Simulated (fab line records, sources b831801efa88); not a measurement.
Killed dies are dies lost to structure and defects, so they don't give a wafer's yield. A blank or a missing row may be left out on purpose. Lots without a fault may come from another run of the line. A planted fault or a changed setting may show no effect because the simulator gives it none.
Chamber matching | flow gf180mcu | GF_V4_CMP_26 on cmp-01: 4 sister chambers
The step polishes, stops on SiO2, t overpolish 15 s, target thk 0 nm. 4 wafers are shown with their chamber, then 8 later ones without.

WAFERS WITH THEIR CHAMBER
wafer  | chamber | motor_current_A (A)
L125.4 | 2       | 12.9
L129.5 | 3       | 11.9
L129.6 | 0       | 11.8
L130.1 | 1       | 12.4

WAFERS WITHOUT THEIR CHAMBER
wafer  | motor_current_A (A)
L130.2 | 12.5
L130.4 | 11.3
L131.2 | 12.5
L131.5 | 12.9
L131.6 | 12.0
L132.1 | 11.9
L132.2 | 12.9
L132.3 | 11.4

WHICH CHAMBER EACH WENT THROUGH
wafer  | from the rows above          | in truth
L130.2 | can't be placed: 1 or 2      | 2
L130.4 | can't be placed: 0 or 3      | 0
L131.2 | can't be placed: 1 or 2      | 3
L131.5 | 2                            | 2
L131.6 | can't be placed: 3 or 0 or 1 | 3
L132.1 | can't be placed: 3 or 0      | 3
L132.2 | 2                            | 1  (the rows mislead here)
L132.3 | can't be placed: 0 or 3      | 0
Placed correctly: 1 of 8. Can't be placed from these rows: 6 (the true chamber is among the candidates in 5). Placed wrongly: 1.
How it was worked out, from the rows above alone: a wafer's distance from a chamber is the root of the sum, over the readings, of the square of ((its reading less the chamber's mean) divided by the reading's scatter). The wafer belongs to the nearest chamber; if the next one is less than 2 further off, it can't be placed. A chamber's mean is the mean of its shown wafers. The scatter: with one shown wafer a chamber, the root of the mean of the squares of how far each hidden wafer lies from its nearest shown one.
